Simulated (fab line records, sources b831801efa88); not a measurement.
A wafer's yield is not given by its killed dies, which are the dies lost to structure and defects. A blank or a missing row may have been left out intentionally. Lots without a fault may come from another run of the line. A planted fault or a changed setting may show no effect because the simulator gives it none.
Check for tools in common ; flow gf180mcu ; Lots sampled 13, wafers sampled 45

== WHAT PROMPTED THE OPENING ==
2 of 13 lots carry a flag on the reading V4_W_RS at GF_V4_RS_MEAS_24. Wafers without a fault read 0.327 ohm/sq, standard deviation 0.0047.
Rule: a lot gets a flag if all its wafers with a number sit over 4 standard deviations from that mean, or if no wafer of it has a number. The rest of the lots are taken to be sound.

lot;measured;on;V4_W_RS (ohm/sq), wafer by wafer;flag
L164;day 24 19:25;filmMetro-04;0.329 0.327 0.329;
L166;day 25 02:50;filmMetro-02;0.326 0.328 0.331;
L167;day 25 09:28;filmMetro-02;0.326 0.322 0.329;
L168;day 25 23:49;filmMetro-04;44.880 45.299 44.330 44.788 45.275 44.309;FLAGGED
L169;day 26 06:41;filmMetro-01;44.474 45.107 44.855 44.428 45.117 44.795;FLAGGED
L172;day 26 23:14;filmMetro-04;0.316 0.321 0.315;
L176;day 28 06:44;filmMetro-01;0.330 0.328 0.328;
L178;day 29 05:20;filmMetro-02;0.327 0.331 0.327;
L179;day 29 13:46;filmMetro-02;0.331 0.325 0.330;
L180;day 29 15:50;filmMetro-04;0.328 0.331 0.335;
L182;day 30 05:11;filmMetro-02;0.333 0.324 0.320;
L184;day 30 19:24;filmMetro-04;0.320 0.320 0.329;
L185;day 30 19:25;filmMetro-01;0.326 0.327 0.332;
On average the flagged lots read 44.805 ohm/sq, which is +44.478 ohm/sq against the usual, or +99 or more standard deviations.

== TOOL THAT RAN EACH LOT ==
Before the reading, the record contains 2 process steps out of a 602-step route. Every cell lists first the tool, next ch and the chambers used by the sampled wafers, and last the start.
lot;flag;GF_V4_CVD_02;GF_V4_CVD_23
L164;;pecvd-03 ch 0,1,2, day 23 19:31;cvdW-02 ch 0, day 24 19:13
L166;;pecvd-03 ch 0,1,2, day 24 03:16;cvdW-02 ch 0, day 25 02:37
L167;;pecvd-03 ch 0,2, day 24 10:07;cvdW-01 ch 0,1, day 25 09:20
L168;FLAGGED;pecvd-04 ch 0,2, day 25 01:14;cvdW-01 ch 0,1, day 25 23:40
L169;FLAGGED;pecvd-03 ch 0,1,2, day 25 08:10;cvdW-02 ch 0,1, day 26 06:35
L172;;pecvd-01 ch 1,2, day 26 01:03;cvdW-01 ch 0,1, day 26 23:05
L176;;pecvd-03 ch 0,1,2, day 27 09:35;cvdW-02 ch 0,1, day 28 06:37
L178;;pecvd-03 ch 0,2, day 28 08:30;cvdW-02 ch 0,1, day 29 05:14
L179;;pecvd-01 ch 0,1, day 28 16:24;cvdW-01 ch 0, day 29 13:32
L180;;pecvd-03 ch 0,2, day 28 19:12;cvdW-01 ch 0, day 29 15:37
L182;;pecvd-01 ch 0,1, day 29 08:50;cvdW-01 ch 0,1, day 30 05:04
L184;;pecvd-01 ch 0,2, day 29 23:22;cvdW-01 ch 0,1, day 30 19:17
L185;;pecvd-03 ch 1,2, day 29 22:56;cvdW-02 ch 0,1, day 30 19:17
What is done by these steps:
- GF_V4_CVD_02: deposits SiO2 from TEOS, target thk 850 nm, time 94.851 s.
- GF_V4_CVD_23: deposits W, target thk 350 nm, time 104.9 s.
- GF_V4_RS_MEAS_24: measures by four-point-probe.

== FLAGGED OVER TOTAL, TOOL BY TOOL (the gauges that took the reading come last) ==
step;tool;lots run;flagged;share of the flagged lots;sound lots run after its first flagged lot
GF_V4_CVD_02;pecvd-01;4;0;none;-
GF_V4_CVD_02;pecvd-03;8;1;some;4 (L176,L178,L180,L185)
GF_V4_CVD_02;pecvd-04;1;1;some;0
GF_V4_CVD_23;cvdW-01;7;1;some;5 (L172,L179,L180,L182,L184)
GF_V4_CVD_23;cvdW-02;6;1;some;3 (L176,L178,L185)
GF_V4_RS_MEAS_24;filmMetro-01;3;1;some;2 (L176,L185)
GF_V4_RS_MEAS_24;filmMetro-02;5;0;none;-
GF_V4_RS_MEAS_24;filmMetro-04;5;1;some;3 (L172,L180,L184)

== WHAT THE TABLE PERMITS ==
No row of the table ran every flagged lot.

== WHAT THE SIMULATOR PUT IN ==
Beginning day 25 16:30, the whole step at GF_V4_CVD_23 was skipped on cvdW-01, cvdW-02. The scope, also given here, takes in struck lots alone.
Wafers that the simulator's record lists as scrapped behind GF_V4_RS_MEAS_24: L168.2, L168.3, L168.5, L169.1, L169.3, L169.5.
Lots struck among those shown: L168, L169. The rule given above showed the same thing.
